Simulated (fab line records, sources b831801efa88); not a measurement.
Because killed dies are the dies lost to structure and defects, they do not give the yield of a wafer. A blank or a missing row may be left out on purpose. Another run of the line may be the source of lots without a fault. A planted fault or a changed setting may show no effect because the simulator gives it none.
2 desks looking at one fault | flow sky130 | each desk holds nothing but its own numbers, with what lay behind them at the end

== AT THE METROLOGY DESK ==
Means of the sampled wafers that have a number, per lot and without regard to the tool the lot ran on: this is what the gauges read. If a lot's mean is further than 4 standard deviations from the usual mean, the lot is out of limits and carries the mark OUT (the distance appears in the brackets).
Columns: A = VIA2_BOW at SKY_VIA2_BOW_MEAS_03, usual 85 um
lot  | first seen here | A
L924 | day 35 07:46    | 89
L925 | day 35 18:54    | 81
L926 | day 35 21:07    | 92
L927 | day 36 14:44    | 82
L929 | day 37 09:56    | 79
L930 | day 37 15:52    | 84
L934 | day 38 16:34    | 83
L936 | day 39 05:21    | 88
L937 | day 39 05:43    | 86
L942 | day 40 20:10    | 79
L944 | day 41 16:49    | 86
L946 | day 42 01:18    | 79
Result from this desk: across the 12 lots, nothing is out of limits.

== TOOL OWNER'S DESK, pvdSputter-02 ==
At SKY_METAL3_SPUTTER_04 (material TiN, target thk 70 nm, time 58.3 s) the tool's own readings: per lot run on this tool, the mean of the sampled wafers that have a number. If a lot's mean is further than 4 standard deviations from the usual mean, the lot is out of limits and carries the mark OUT (the distance appears in the brackets).
Columns: A = chamberPressurePa at SKY_METAL3_SPUTTER_04, usual 0.4002 Pa; B = throttleValvePct at SKY_METAL3_SPUTTER_04, usual 30.4 %
lot  | first seen here | A                | B
L924 | day 36 12:19    | 0.3999           | 30.2
L926 | day 36 23:53    | 0.4000           | 30.4
L927 | day 37 17:41    | 0.3997           | 30.3
L929 | day 38 12:26    | 0.4477 (+57) OUT | 28.6
L930 | day 38 19:07    | 0.4468 (+55) OUT | 28.4
This desk finds L929, L930 out of limits, L929 being first, at day 38 12:26 (chamberPressurePa at SKY_METAL3_SPUTTER_04). In limits: L924, L926, L927.

== PUT TOGETHER ==
The tool owner's desk had the chance to raise an alarm at day 38 12:26 on L929, L930.
From the metrology desk's view, nothing was out of limits.
The metrology desk has L929, L930 on record, within its limits.
Of the lots named, all ran SKY_METAL3_SPUTTER_04 on pvdSputter-02.

== WHAT THE SIMULATOR HAD PUT IN ==
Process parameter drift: pvdSputter-02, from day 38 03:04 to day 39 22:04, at SKY_METAL3_SPUTTER_04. A move of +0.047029 in setting chamberPressurePa, from 0.4. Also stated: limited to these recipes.
Struck lots among those shown: L929, L930.
Hours from the fault's start to each desk's first reading out of limits: the tool owner's desk, 9.
